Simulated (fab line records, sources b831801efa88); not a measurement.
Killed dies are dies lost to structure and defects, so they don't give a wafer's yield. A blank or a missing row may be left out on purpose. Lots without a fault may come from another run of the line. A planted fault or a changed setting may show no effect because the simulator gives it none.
One fault seen from 2 desks | flow sfq_line | each desk has only its own numbers; what lay behind them comes last

THE TOOL OWNER'S DESK: litho_track-02
The tool's own readings at SFQ_TRILAYER_I6_VIA_LITHO_DEVELOP_171 (time 60 s): means of the sampled wafers that have a number, for each lot that ran on this tool. A lot is out of limits, marked OUT, if its mean lies more than 4 standard deviations from the usual mean; the brackets give that distance.
Columns: A = chill_plate_temp_C at SFQ_TRILAYER_I6_VIA_LITHO_DEVELOP_171, usual 23.01 C; B = exhaust_pa at SFQ_TRILAYER_I6_VIA_LITHO_DEVELOP_171, usual 45.1 Pa
lot  | first seen here | A     | B
L270 | day 72 18:47    | 23.02 | 45.0
L271 | day 73 23:37    | 23.07 | 46.1
L275 | day 74 20:14    | 22.95 | 45.6
This desk's finding: nothing out of limits on any of the 3 lots.

THE METROLOGY DESK
What the gauges read, lot by lot, whatever tool the lot ran on: means of the sampled wafers that have a number. A lot is out of limits, marked OUT, if its mean lies more than 4 standard deviations from the usual mean; the brackets give that distance.
Columns: A = I6_BOW at SFQ_I6_BOW_MEAS_941, usual 5 um; B = I6_OVL at SFQ_I6_OVL_MEAS_942, usual 3 nm
lot  | first seen here | A  | B
L256 | day 61 01:50    | 2  | 6
L261 | day 61 07:52    | -1 | -
L262 | day 67 06:05    | -4 | -
L270 | day 68 17:08    | 13 | -2
L271 | day 70 02:55    | 10 | 1
L275 | day 74 16:49    | -4 | 5
This desk's finding: nothing out of limits on any of the 6 lots.

PUT TOGETHER
The tool owner's desk saw nothing out of limits.
The metrology desk saw nothing out of limits.

WHAT THE SIMULATOR HAD PUT IN
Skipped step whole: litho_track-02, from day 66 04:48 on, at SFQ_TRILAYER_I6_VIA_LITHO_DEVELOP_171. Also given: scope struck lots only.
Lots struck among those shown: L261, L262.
